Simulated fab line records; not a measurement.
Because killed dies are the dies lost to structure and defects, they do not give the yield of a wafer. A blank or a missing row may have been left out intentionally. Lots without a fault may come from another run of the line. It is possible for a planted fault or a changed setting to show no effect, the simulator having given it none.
fab line records    flow sky130
record: lots: 15  wafers: 45  last-day: 50
route steps=708 shown NWELL@81 VT_ADJUST_HVTR@141 LDD_N@244 VIA2@509 METAL3@532
lots that met no fault: taken from a fault-free run of the same line
start-h: start of the lot's first displayed wafer, in hours after the record's first day    wait-h: hours elapsed since this lot's preceding step    " unchanged from the row above    L1.1+2: one row covering several wafers at once    - no value, or no start was given    * or withheld: withheld    < > ~ a bound
route shown NAME@n: names a module that has steps shown in the file, with the first one's number in the route    usual: mean/standard deviation of fault-free wafers    same: alike in all rows    chamber/n: place in a boat    sites: readings site by site    _std_site: their standard deviation    _edge_site: outer sites' mean less inner sites'    radius-mm: for every site, how far away it sits from the centre of the wafer    mask NAME#n: copy n    behind: the last tool/chamber to shape the wafer    hold: the reason the lot was held/the length of the hold in hours/how it ended    device: names the non-switching transistor (n, p or np)    end of line: tests of these same wafers at the route's end    step lacking rows: just its recipe    killed: at the first sort, the dies lost to defects and structure; wafer yield is something else    map: the dies of a wafer, with x for killed, . for not killed, _ for no die there
set.NAME: the setting the step ran with; set.NAME@STEP: the setting that earlier step ran with    model.NAME: the simulator's own value behind a step, which no gauge read
the route's steps for a sample of lots (tables are steps, rows are wafers)
services: the hour from which a tool's chamber was out of use, counted from the record's first day as start-h (under 0 if before that day), plus the number of hours and why
== steps ==
step: SKY_NWELL_RTA_28
recipe: temp-c: 1050  time-s: 30  idle-temp-c: 650  ramp-up-c-per-s: 150  ramp-down-c-per-s: 90  ambient: N2
usual: lamp-power-pct: 25.30/0.052  wafer_temp_C_max: 1054.8/0.88
lot.wafer  tool           chamber  start-h  wait-h  lamp-power-pct  wafer_temp_C_max
L849.1     rtp-anneal-02  0        99.55    0.0     25.33           1054.2
L849.2     "              0        "        "       25.26           1054.6
L849.3     "              0        "        "       25.27           1054.2
L850.1     rtp-anneal-02  0        109.65   0.0     25.31           1053.7
L850.2     "              0        "        "       25.27           1054.9
L850.5     "              0        "        "       25.37           1056.0
L851.2     rtp-anneal-01  0        117.97   0.0     25.30           1054.2
L851.4     "              0        "        "       25.34           1054.0
L851.5     "              0        "        "       25.35           1054.4
L852.2     rtp-anneal-01  0        124.23   0.0     25.28           1053.6
L852.3     "              0        "        "       25.27           1054.2
L852.5     "              0        "        "       25.30           1054.6
L853.2     rtp-anneal-01  0        146.60   0.0     25.27           1053.8
L853.3     "              0        "        "       25.26           1056.0
L853.5     "              0        "        "       25.30           1054.6
L854.4     rtp-anneal-01  0        149.10   0.1     25.30           1053.8
L854.5     "              0        "        "       25.29           1054.4
L854.6     "              0        "        "       25.33           1056.3
L857.2     rtp-anneal-02  0        155.98   0.0     25.30           1054.8
L857.3     "              0        "        "       25.27           1053.8
L857.6     "              0        "        "       25.30           1055.5
L858.3     rtp-anneal-01  0        159.13   0.0     25.36           1054.4
L858.4     "              0        "        "       25.25           1053.8
L858.5     "              0        "        "       25.27           1053.4
L859.1     rtp-anneal-02  0        161.65   0.0     25.27           1055.5
L859.4     "              0        "        "       25.34           1054.2
L859.5     "              0        "        "       25.40           1055.4
L860.2     rtp-anneal-01  0        170.88   0.0     25.34           1054.5
L860.5     "              0        "        "       25.31           1055.1
L860.6     "              0        "        "       25.21           1054.5
L862.4     rtp-anneal-01  0        185.06   0.1     25.31           1056.6
L862.5     "              0        "        "       25.32           1054.3
L862.6     "              0        "        "       25.30           1053.9
L863.1     rtp-anneal-02  0        192.05   0.0     25.31           1055.3
L863.4     "              0        "        "       25.32           1055.1
L863.6     "              0        "        "       25.35           1054.1
L865.3     rtp-anneal-02  0        201.64   0.0     25.38           1055.0
L865.4     "              0        "        "       25.23           1055.6
L865.6     "              0        "        "       25.38           1056.0
L866.2     rtp-anneal-01  0        208.07   0.0     25.31           1056.1
L866.4     "              0        "        "       25.33           1057.3
L866.6     "              0        "        "       25.29           1054.4
L871.1     rtp-anneal-02  0        240.80   0.0     25.37           1054.5
L871.3     "              0        "        "       25.21           1056.6
L871.4     "              0        "        "       25.32           1055.2
step: SKY_VT_ADJUST_HVTR_STRIP_10
recipe: chemistry: O2/N2  power-w: 1400  pressure-mtorr: 1500  platen-temp-c: withheld  o2-flow-sccm: 3000  n2-flow-sccm: 300  overash-fraction: 0.5
usual: drypump-motor-current-A: 5.4/0.42  n2-flow-sccm: 300.1/0.84  oes-product-au: 0.716/0.0046  strip-time-to-endpoint-s: 14.17/0.034
lot.wafer  tool             chamber  start-h  wait-h  drypump-motor-current-A  n2-flow-sccm  oes-product-au  rf-hours-counter-h  strip-time-to-endpoint-s
L849.1     plasma-asher-03  0        201.12   0.1     5.3                      299.6         0.710           8                   14.21
L849.2     "                1        "        "       5.2                      299.8         0.724           8                   14.18
L849.3     "                0        "        "       5.3                      300.8         0.719           -                   14.15
L850.1     plasma-asher-01  1        214.90   0.1     5.0                      300.7         0.717           53                  14.21
L850.2     "                0        "        "       6.1                      301.3         0.718           53                  14.17
L850.5     "                0        "        "       6.1                      301.3         0.707           -                   14.18
L851.2     plasma-asher-03  1        224.32   0.1     5.3                      300.8         0.716           10                  14.15
L851.4     "                1        "        "       5.2                      300.7         0.719           -                   14.14
L851.5     "                1        "        "       5.2                      300.2         0.708           -                   14.16
L852.2     plasma-asher-01  1        233.07   0.1     5.0                      301.0         0.708           55                  14.28
L852.3     "                1        "        "       5.0                      299.9         0.708           -                   14.23
L852.5     "                1        "        "       5.0                      301.0         0.706           -                   14.24
L853.2     plasma-asher-03  1        257.07   0.1     5.2                      299.2         0.714           12                  14.18
L853.3     "                0        "        "       5.3                      298.8         0.718           -                   14.19
L853.5     "                1        "        "       5.2                      299.2         0.717           -                   14.13
L854.4     plasma-asher-03  1        261.15   0.1     5.2                      301.2         0.720           -                   14.18
L854.5     "                1        "        "       5.2                      300.8         0.717           -                   14.21
L854.6     "                0        "        "       5.3                      301.3         0.712           -                   14.17
L857.2     plasma-asher-02  0        268.98   0.1     5.0                      300.6         0.714           57                  14.21
L857.3     "                1        "        "       5.8                      300.6         0.727           -                   14.25
L857.6     "                0        "        "       5.0                      298.9         0.714           -                   14.22
L858.3     plasma-asher-02  1        275.10   0.1     5.7                      299.8         0.727           -                   14.16
L858.4     "                0        "        "       5.1                      300.1         0.711           -                   14.22
L858.5     "                1        "        "       5.7                      300.3         0.710           -                   14.22
L859.1     plasma-asher-03  1        277.18   0.1     5.2                      300.4         0.714           14                  14.21
L859.4     "                1        "        "       5.2                      299.8         0.725           -                   14.19
L859.5     "                0        "        "       5.3                      300.9         0.713           -                   14.14
L860.2     plasma-asher-01  0        288.51   0.1     6.1                      299.7         0.712           61                  14.15
L860.5     "                0        "        "       6.1                      299.7         0.722           -                   14.16
L860.6     "                1        "        "       5.0                      299.4         0.714           -                   14.22
L862.4     plasma-asher-02  1        303.93   0.1     5.7                      300.6         0.712           -                   14.17
L862.5     "                1        "        "       5.7                      299.9         0.705           -                   14.19
L862.6     "                0        "        "       5.1                      299.7         0.707           -                   14.17
L863.1     plasma-asher-02  0        311.36   0.1     5.0                      299.2         0.716           61                  14.20
L863.4     "                1        "        "       5.7                      299.6         0.720           -                   14.19
L863.6     "                1        "        "       5.7                      299.9         0.715           -                   14.16
L865.3     plasma-asher-01  1        323.64   0.1     5.0                      299.5         0.714           -                   14.12
L865.4     "                0        "        "       6.1                      300.1         0.718           -                   14.20
L865.6     "                1        "        "       5.0                      298.8         0.720           -                   14.12
L866.2     plasma-asher-02  0        330.27   0.1     5.1                      299.6         0.718           63                  14.11
L866.4     "                1        "        "       5.7                      301.4         0.715           -                   14.10
L866.6     "                0        "        "       5.1                      300.1         0.713           -                   14.14
L871.1     plasma-asher-01  0        370.47   0.1     6.1                      300.9         0.711           68                  14.14
L871.3     "                1        "        "       5.0                      300.1         0.720           -                   14.14
L871.4     "                0        "        "       6.1                      300.4         0.713           -                   14.14
step: SKY_LDD_N_OVL_MEAS_07
usual: LDD_N_OVL: 0.3/1.6
lot.wafer  tool        chamber  start-h  wait-h  LDD_N_OVL[nm]
L849.1     overlay-02  -        398.97   0.1     -0.9
L849.2     "           -        "        "       -1.1
L849.3     "           -        "        "       -2.6
L850.1     overlay-02  -        422.26   0.1     0.6
L850.2     "           -        "        "       2.3
L850.5     "           -        "        "       0.8
L851.2     overlay-02  -        429.57   0.1     1.8
L851.4     "           -        "        "       2.0
L851.5     "           -        "        "       -0.2
L852.2     overlay-01  -        436.80   0.1     -0.7
L852.3     "           -        "        "       -1.9
L852.5     "           -        "        "       -2.6
L853.2     overlay-02  -        466.52   0.1     2.7
L853.3     "           -        "        "       2.5
L853.5     "           -        "        "       1.9
L854.4     overlay-02  -        470.74   0.1     -2.6
L854.5     "           -        "        "       -2.8
L854.6     "           -        "        "       -3.6
L857.2     overlay-01  -        483.85   0.1     -2.0
L857.3     "           -        "        "       -0.8
L857.6     "           -        "        "       -2.3
L859.1     overlay-02  -        490.86   0.1     -0.6
L859.4     "           -        "        "       -2.0
L859.5     "           -        "        "       0.0
L858.3     overlay-01  -        492.98   0.1     -1.4
L858.4     "           -        "        "       -1.5
L858.5     "           -        "        "       -0.6
L860.2     overlay-02  -        503.33   0.1     1.5
L860.5     "           -        "        "       1.7
L860.6     "           -        "        "       1.1
L862.4     overlay-02  -        524.08   0.1     2.5
L862.5     "           -        "        "       2.1
L862.6     "           -        "        "       1.9
L863.1     overlay-01  -        533.55   0.1     0.4
L863.4     "           -        "        "       0.9
L863.6     "           -        "        "       0.7
L865.3     overlay-02  -        544.94   0.1     -0.1
L865.4     "           -        "        "       0.1
L865.6     "           -        "        "       -0.2
L866.2     overlay-02  -        555.07   0.1     3.6
L866.4     "           -        "        "       2.2
L866.6     "           -        "        "       3.3
L871.1     overlay-01  -        596.75   0.1     0.8
L871.3     "           -        "        "       1.1
L871.4     "           -        "        "       0.1
step: SKY_VIA2_CMP_02
recipe: material: SiO2  down-force-psi: 4  platen-rpm: 60  pad-velocity-m-s: 0.94248
usual: motor-current-A: 11.5/1.1  retaining-ring-pressure-frac: 1.000/0.0057  slurry-filter-dp-kPa: 13.48/0.12
lot.wafer  tool    chamber  start-h  wait-h  motor-current-A  retaining-ring-pressure-frac  slurry-filter-dp-kPa
L849.2     cmp-01  0        820.35   0.1     12.4             1.003                         13.51
L849.1     "       1        "        "       11.7             1.005                         13.54
L849.3     "       2        "        "       10.8             1.011                         13.57
L850.1     cmp-02  0        840.64   0.1     13.4             1.014                         13.47
L850.2     "       1        "        "       12.6             1.005                         13.20
L850.5     "       3        "        "       10.2             0.992                         13.58
L851.2     cmp-01  0        847.08   0.0     13.1             1.002                         13.34
L851.4     "       3        "        "       11.2             1.006                         13.54
L851.5     "       0        "        "       13.0             1.002                         13.54
L852.2     cmp-02  0        852.87   0.0     13.0             0.997                         13.34
L852.3     "       1        "        "       12.3             1.004                         13.43
L852.5     "       0        "        "       13.3             1.002                         13.56
L853.2     cmp-01  3        879.08   0.1     11.4             0.992                         13.63
L853.3     "       0        "        "       12.6             0.997                         13.47
L853.5     "       2        "        "       10.1             1.000                         13.54
L854.4     cmp-02  3        883.32   0.1     10.1             1.002                         13.38
L854.6     "       1        "        "       13.1             0.999                         13.42
L854.5     "       2        "        "       9.3              1.003                         13.43
L857.3     cmp-01  3        891.70   0.0     11.3             0.999                         13.34
L857.2     "       0        "        "       12.5             0.987                         13.74
L857.6     "       3        "        "       11.0             0.998                         13.56
L859.4     cmp-02  1        899.75   0.1     12.4             0.992                         13.48
L859.1     "       2        "        "       9.7              0.998                         13.47
L859.5     "       2        "        "       9.4              1.003                         13.60
L858.4     cmp-02  0        901.49   0.0     12.6             1.009                         13.52
L858.3     "       3        "        "       10.5             1.001                         13.51
L858.5     "       0        "        "       12.4             1.007                         13.31
L860.2     cmp-01  3        911.87   0.2     11.5             0.994                         13.70
L860.6     "       0        "        "       13.3             0.996                         13.55
L860.5     "       1        "        "       11.6             1.002                         13.44
L862.4     cmp-01  3        924.62   0.2     11.2             1.004                         13.58
L862.6     "       0        "        "       12.9             1.004                         13.38
L862.5     "       1        "        "       10.9             0.998                         13.64
L863.1     cmp-01  3        932.64   0.1     11.1             1.000                         13.47
L863.4     "       0        "        "       12.7             0.997                         13.60
L863.6     "       0        "        "       12.7             1.000                         13.35
L865.4     cmp-01  2        944.63   0.1     10.6             1.012                         13.45
L865.3     "       3        "        "       11.2             0.998                         13.48
L865.6     "       1        "        "       11.4             0.998                         13.40
L866.2     cmp-01  3        954.08   0.0     11.5             0.999                         13.55
L866.4     "       0        "        "       12.9             0.998                         13.32
L866.6     "       3        "        "       11.1             0.998                         13.57
L871.1     cmp-02  1        988.54   0.1     12.4             0.994                         13.47
L871.4     "       2        "        "       9.5              1.005                         13.47
L871.3     "       3        "        "       11.0             1.014                         13.40
step: SKY_VIA2_ETCH_15
recipe: target: SiO2  chemistry: C4F8/O2/Ar  target-depth-nm: 546  stop-on: TiN  mask-material: KrF-thick  source-w: 1500  bias-w: 1200  pressure-mtorr: 40  c4f8-flow-sccm: withheld  O2_flow_sccm: 6  Ar_flow_sccm: 300  time-s: 84
usual: oes-product-au: 0.939/0.0045
lot.wafer  tool         chamber  start-h  wait-h  oes-product-au  rf-hours-counter-h
L849.1     rie-diel-03  0        847.52   0.0     0.935           14
L849.2     "            3        "        "       0.937           12
L849.3     "            2        "        "       0.942           1
L850.1     rie-diel-01  2        867.90   0.0     0.937           10
L850.2     "            3        "        "       0.938           3
L850.5     "            1        "        "       0.942           -
L851.2     rie-diel-03  2        874.42   0.0     0.940           3
L851.4     "            2        "        "       0.930           -
L851.5     "            0        "        "       0.948           -
L852.2     rie-diel-02  0        879.52   0.0     0.941           10
L852.3     "            2        "        "       0.944           13
L852.5     "            1        "        "       0.940           -
L853.2     rie-diel-03  0        905.10   0.0     0.936           16
L853.3     "            2        "        "       0.940           4
L853.5     "            1        "        "       0.944           -
L854.4     rie-diel-03  3        909.75   0.0     0.939           14
L854.5     "            0        "        "       0.940           -
L854.6     "            1        "        "       0.943           -
L857.2     rie-diel-02  3        917.65   0.0     0.939           9
L857.3     "            1        "        "       0.935           21
L857.6     "            3        "        "       0.935           -
L859.1     rie-diel-02  3        925.87   0.0     0.941           9
L859.4     "            1        "        "       0.938           21
L859.5     "            3        "        "       0.936           -
L858.3     rie-diel-03  2        927.47   0.0     0.937           5
L858.4     "            3        "        "       0.943           14
L858.5     "            2        "        "       0.945           -
L860.2     rie-diel-02  2        937.07   0.0     0.938           15
L860.5     "            2        "        "       0.938           -
L860.6     "            1        "        "       0.944           -
L862.4     rie-diel-02  2        949.75   0.0     0.944           15
L862.5     "            2        "        "       0.929           -
L862.6     "            3        "        "       0.944           -
L863.1     rie-diel-03  3        957.72   0.0     0.934           15
L863.4     "            2        "        "       0.986           6
L863.6     "            3        "        "       0.941           -
L865.3     rie-diel-01  1        969.20   0.0     0.936           5
L865.4     "            0        "        "       0.987           23
L865.6     "            2        "        "       0.934           -
L866.2     rie-diel-01  3        978.80   0.0     1.010           7
L866.4     "            2        "        "       0.990           14
L866.6     "            0        "        "       0.938           -
L871.1     rie-diel-02  3        1012.50  0.0     0.944           12
L871.3     "            1        "        "       0.941           2
L871.4     "            2        "        "       0.931           17
step: SKY_METAL3_SPUTTER_00
recipe: material: Ti  target-thk-nm: 15  power-w: 3000  time-s: 10  chamber-pressure-pa: 0.4
usual: throttle-valve-pct: 29.7/0.89
lot.wafer  tool            chamber  start-h  wait-h  throttle-valve-pct
L849.1     pvd-sputter-01  -        848.85   0.1     31.3
L849.2     "               -        "        "       30.5
L849.3     "               -        "        "       29.7
L850.1     pvd-sputter-03  -        869.22   0.2     29.4
L850.2     "               -        "        "       29.3
L850.5     "               -        "        "       29.9
L851.2     pvd-sputter-03  -        875.79   0.1     29.3
L851.4     "               -        "        "       29.4
L851.5     "               -        "        "       29.1
L852.2     pvd-sputter-01  -        880.89   0.2     31.7
L852.3     "               -        "        "       30.0
L852.5     "               -        "        "       30.8
L853.2     pvd-sputter-01  -        906.52   0.1     31.4
L853.3     "               -        "        "       30.7
L853.5     "               -        "        "       30.7
L854.4     pvd-sputter-03  -        911.07   0.1     29.1
L854.5     "               -        "        "       30.0
L854.6     "               -        "        "       29.1
L857.2     pvd-sputter-01  -        918.97   0.2     31.5
L857.3     "               -        "        "       30.7
L857.6     "               -        "        "       31.5
L859.1     pvd-sputter-03  -        927.21   0.2     29.2
L859.4     "               -        "        "       29.8
L859.5     "               -        "        "       29.3
L858.3     pvd-sputter-01  -        928.80   0.2     31.1
L858.4     "               -        "        "       30.8
L858.5     "               -        "        "       31.5
L860.2     pvd-sputter-04  -        938.41   0.2     31.0
L860.5     "               -        "        "       31.0
L860.6     "               -        "        "       27.6
L862.4     pvd-sputter-03  -        951.07   0.1     29.3
L862.5     "               -        "        "       29.4
L862.6     "               -        "        "       29.6
L863.1     pvd-sputter-03  -        959.05   0.2     29.0
L863.6     "               -        "        "       29.4
L865.3     pvd-sputter-03  -        970.52   0.1     30.0
L865.6     "               -        "        "       29.8
L866.6     pvd-sputter-04  -        980.14   0.1     30.0
L871.1     pvd-sputter-04  -        1013.87  0.2     29.9
L871.3     "               -        "        "       30.9
L871.4     "               -        "        "       28.5
step: SKY_METAL3_SPUTTER_01
recipe: material: TiN  target-thk-nm: 20  power-w: 6500  time-s: 16.7  chamber-pressure-pa: 0.4
usual: throttle-valve-pct: 29.7/0.85
lot.wafer  tool            chamber  start-h  wait-h  throttle-valve-pct
L849.1     pvd-sputter-01  -        848.87   0.0     31.3
L849.2     "               -        "        "       30.7
L849.3     "               -        "        "       29.9
L850.1     pvd-sputter-03  -        869.25   0.0     29.2
L850.2     "               -        "        "       29.7
L850.5     "               -        "        "       29.7
L851.2     pvd-sputter-03  -        875.81   0.0     29.4
L851.4     "               -        "        "       29.3
L851.5     "               -        "        "       29.3
L852.2     pvd-sputter-01  -        880.91   0.0     31.5
L852.3     "               -        "        "       29.3
L852.5     "               -        "        "       31.0
L853.2     pvd-sputter-01  -        906.55   0.0     31.3
L853.3     "               -        "        "       30.5
L853.5     "               -        "        "       30.5
L854.4     pvd-sputter-03  -        911.10   0.0     29.4
L854.5     "               -        "        "       29.8
L854.6     "               -        "        "       28.7
L857.2     pvd-sputter-01  -        919.00   0.0     31.4
L857.3     "               -        "        "       30.7
L857.6     "               -        "        "       31.5
L859.1     pvd-sputter-03  -        927.23   0.0     29.2
L859.4     "               -        "        "       29.9
L859.5     "               -        "        "       29.2
L858.3     pvd-sputter-01  -        928.83   0.0     30.7
L858.4     "               -        "        "       31.0
L858.5     "               -        "        "       31.3
L860.2     pvd-sputter-04  -        938.43   0.0     30.9
L860.5     "               -        "        "       31.0
L860.6     "               -        "        "       27.6
L862.4     pvd-sputter-03  -        951.10   0.0     29.2
L862.5     "               -        "        "       29.5
L862.6     "               -        "        "       29.9
L863.1     pvd-sputter-03  -        959.08   0.0     29.0
L863.6     "               -        "        "       29.3
L865.3     pvd-sputter-03  -        970.55   0.0     29.7
L865.6     "               -        "        "       30.0
L866.6     pvd-sputter-04  -        980.16   0.0     30.3
L871.1     pvd-sputter-04  -        1013.89  0.0     30.1
L871.3     "               -        "        "       30.9
L871.4     "               -        "        "       28.5
== services ==
tool            chamber  start-h  hours  kind
cmp-01          -        96.23    0.6    repair
pvd-sputter-01  -        126.33   12.9   repair
pvd-sputter-01  -        135.24   3.7    repair
pvd-sputter-03  -        156.72   1.6    repair
cmp-01          -        227.13   1.1    repair
pvd-sputter-01  -        261.38   7.0    repair
cmp-01          -        277.57   0.7    repair
cmp-01          -        301.29   0.6    repair
pvd-sputter-03  -        306.73   2.5    repair
pvd-sputter-01  -        341.27   6.9    repair
pvd-sputter-01  -        448.10   12.4   repair
pvd-sputter-01  -        497.35   8.4    repair
pvd-sputter-01  -        499.39   4.6    repair
pvd-sputter-03  -        513.46   3.1    repair
pvd-sputter-03  -        601.30   5.6    repair
pvd-sputter-01  -        614.63   4.3    repair
pvd-sputter-01  -        721.31   8.6    repair
pvd-sputter-01  -        746.08   0.6    repair
pvd-sputter-03  -        783.06   4.4    repair
pvd-sputter-01  -        832.34   1.9    repair
pvd-sputter-03  -        914.28   8.7    repair
pvd-sputter-01  -        916.24   2.6    repair
pvd-sputter-03  -        955.17   2.2    repair
pvd-sputter-01  -        994.09   2.0    repair
== key ==
first-sign: step: SKY_VIA2_ETCH_15  reading: oes-product-au  direction: up  sigmas: 12  usual: 0.939  struck: 0.993
effect: step: SKY_METAL3_SPUTTER_00  reading: visit  direction: missing
effect: step: SKY_METAL3_SPUTTER_01  reading: visit  direction: missing
met-at SKY_VIA2_CMP_02
struck-lots L863,L865,L866
struck-wafers L863.4,L865.4,L866.2,L866.4
later-rows-left-out L863.4,L865.4,L866.2,L866.4
sort-left-out L863.4,L865.4,L866.2,L866.4
not-acting-at SKY_NWELL_RTA_28,SKY_VT_ADJUST_HVTR_STRIP_10,SKY_LDD_N_OVL_MEAS_07
onset-between 924.62 932.64
fault: kind: process-parameter-drift  tool: cmp-01  chamber: -  onset-h: 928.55  steps: SKY_VIA2_CMP_02  channel: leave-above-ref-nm  offset: 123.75  shape: step  end-h: 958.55  scope: struck-wafers-only  acts-in: these-recipes-only  stated: 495
sort-left-out: the simulated sort isn't trusted on such a fault, so these wafers' sort isn't shown, and their yield isn't known
later-rows-left-out: the simulator's readings of these wafers behind a module that went badly wrong aren't trusted and aren't shown, but for the sort
